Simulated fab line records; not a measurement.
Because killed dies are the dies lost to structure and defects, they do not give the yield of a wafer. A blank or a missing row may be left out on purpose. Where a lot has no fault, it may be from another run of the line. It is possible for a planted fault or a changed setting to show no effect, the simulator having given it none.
Shared-tool check | flow sky130 | Lots sampled 11, wafers sampled 42

## WHY THIS WAS OPENED
Of 11 lots, 3 have the reading VIA1_HDPCVD_THK flagged at SKY_VIA1_THK_MEAS_01. Wafers without a fault read 1025 nm, standard deviation 11.
Rule: a lot is flagged when every wafer of it that has a number lies more than 4 standard deviations from that mean, or none has a number. The other lots count as sound.

lot  | measured     | on            | VIA1_HDPCVD_THK (nm), wafer by wafer | flag
L983 | day 32 22:52 | film-metro-02 | 1049 1048 1041                       |
L987 | day 34 08:28 | film-metro-03 | 863 856 882 862 856 884              | FLAGGED
L990 | day 35 10:35 | film-metro-01 | 860 859 870 860 859 869              | FLAGGED
L991 | day 35 15:02 | film-metro-03 | 868 864 854 867 863 854              | FLAGGED
L998 | day 38 13:12 | film-metro-03 | 1011 1017 1017                       |
L100 | day 38 13:31 | film-metro-03 | 1042 1041 1043                       |
L999 | day 38 14:40 | film-metro-02 | 1036 1013 1026                       |
L101 | day 38 22:03 | film-metro-01 | 1023 1034 1031                       |
L102 | day 38 23:17 | film-metro-01 | 1029 1036 1030                       |
L105 | day 40 00:53 | film-metro-01 | 1000 998 1011                        |
L106 | day 40 02:07 | film-metro-02 | 1029 1040 1026                       |
Average over the flagged lots: 864 nm; offset from the usual -161 nm, equal to -15 standard deviations.

## LOT BY LOT: THE TOOL USED
The record holds 3 process steps before the reading, out of a route of 708 steps. Cell contents, in order: the tool; ch with the chambers the sampled wafers went through; the start.
lot  | flag    | SKY_METAL1_SPUTTER_04        | SKY_METAL1_DESCUM_17              | SKY_VIA1_HDPCVD_00
L983 |         | pvd-sputter-01, day 31 19:03 | rie-metal-02 ch 0,1, day 32 21:58 | hdpcvd-02 ch 1,2, day 32 22:44
L987 | FLAGGED | pvd-sputter-01, day 33 04:32 | rie-metal-04 ch 0,1, day 34 07:32 | hdpcvd-02 ch 0,1,2, day 34 08:21
L990 | FLAGGED | pvd-sputter-01, day 34 06:44 | rie-metal-01 ch 0,1, day 35 09:41 | hdpcvd-02 ch 0,1, day 35 10:29
L991 | FLAGGED | pvd-sputter-01, day 34 11:30 | rie-metal-02 ch 0,1, day 35 14:08 | hdpcvd-02 ch 0,1,2, day 35 14:55
L998 |         | pvd-sputter-03, day 37 10:28 | rie-metal-04 ch 0,1, day 38 12:14 | hdpcvd-02 ch 1,2, day 38 13:05
L100 |         | pvd-sputter-03, day 37 11:16 | rie-metal-01 ch 0, day 38 12:35   | hdpcvd-02 ch 0,1,2, day 38 13:24
L999 |         | pvd-sputter-03, day 37 12:04 | rie-metal-04 ch 0,1, day 38 13:46 | hdpcvd-02 ch 0,1,2, day 38 14:32
L101 |         | pvd-sputter-04, day 37 19:14 | rie-metal-02 ch 0,1, day 38 21:08 | hdpcvd-01 ch 1,2, day 38 21:56
L102 |         | pvd-sputter-03, day 37 20:43 | rie-metal-04 ch 0,1, day 38 22:23 | hdpcvd-02 ch 0,1,2, day 38 23:10
L105 |         | pvd-sputter-03, day 38 22:29 | rie-metal-04 ch 0,1, day 39 23:59 | hdpcvd-01 ch 0,1,2, day 40 00:46
L106 |         | pvd-sputter-01, day 38 23:34 | rie-metal-02 ch 1, day 40 01:01   | hdpcvd-02 ch 0,2, day 40 02:00
What the steps here do:
- SKY_METAL1_SPUTTER_04: material TiN, target thk 70 nm, time 58.3 s.
- SKY_METAL1_DESCUM_17: chemistry O2, time 8 s.
- SKY_VIA1_HDPCVD_00: deposits SiO2, target thk 1030 nm, time 171.7 s.
- SKY_VIA1_THK_MEAS_01

## FLAGGED OVER TOTAL, TOOL BY TOOL (the gauges that took the reading come last)
step                  | tool           | lots run | flagged | share of the flagged lots | sound lots run after its first flagged lot
SKY_METAL1_SPUTTER_04 | pvd-sputter-01 | 5        | 3       | all                       | 1 (L106)
SKY_METAL1_SPUTTER_04 | pvd-sputter-03 | 5        | 0       | none                      | -
SKY_METAL1_SPUTTER_04 | pvd-sputter-04 | 1        | 0       | none                      | -
SKY_METAL1_DESCUM_17  | rie-metal-01   | 2        | 1       | some                      | 1 (L100)
SKY_METAL1_DESCUM_17  | rie-metal-02   | 4        | 1       | some                      | 2 (L101,L106)
SKY_METAL1_DESCUM_17  | rie-metal-04   | 5        | 1       | some                      | 4 (L998,L999,L102,L105)
SKY_VIA1_HDPCVD_00    | hdpcvd-01      | 2        | 0       | none                      | -
SKY_VIA1_HDPCVD_00    | hdpcvd-02      | 9        | 3       | all                       | 5 (L998,L100,L999,L102,L106)
SKY_VIA1_THK_MEAS_01  | film-metro-01  | 4        | 1       | some                      | 3 (L101,L102,L105)
SKY_VIA1_THK_MEAS_01  | film-metro-02  | 3        | 0       | none                      | -
SKY_VIA1_THK_MEAS_01  | film-metro-03  | 4        | 2       | some                      | 2 (L998,L100)

## WHAT IS ALLOWED BY THE TABLE
Table rows that saw every flagged lot: 2, namely pvd-sputter-01 at SKY_METAL1_SPUTTER_04 and hdpcvd-02 at SKY_VIA1_HDPCVD_00.
- pvd-sputter-01 at SKY_METAL1_SPUTTER_04 ran 5 lots, 3 of them flagged. Sound lots followed the first flagged one (L106) on it, something a lasting fault affecting the whole tool could not allow.
- hdpcvd-02 at SKY_VIA1_HDPCVD_00 ran 9 lots, 3 of them flagged. Sound lots followed the first flagged one (L998, L100, L999, L102, L106) on it, something a lasting fault affecting the whole tool could not allow. Its own readings lie more than 4 standard deviations out on every wafer of the flagged lots: sih4-flow-sccm.
None of the table's rows ran every flagged lot and, after the first, no sound lot.

## WHAT THE SIMULATOR HAD INSERTED
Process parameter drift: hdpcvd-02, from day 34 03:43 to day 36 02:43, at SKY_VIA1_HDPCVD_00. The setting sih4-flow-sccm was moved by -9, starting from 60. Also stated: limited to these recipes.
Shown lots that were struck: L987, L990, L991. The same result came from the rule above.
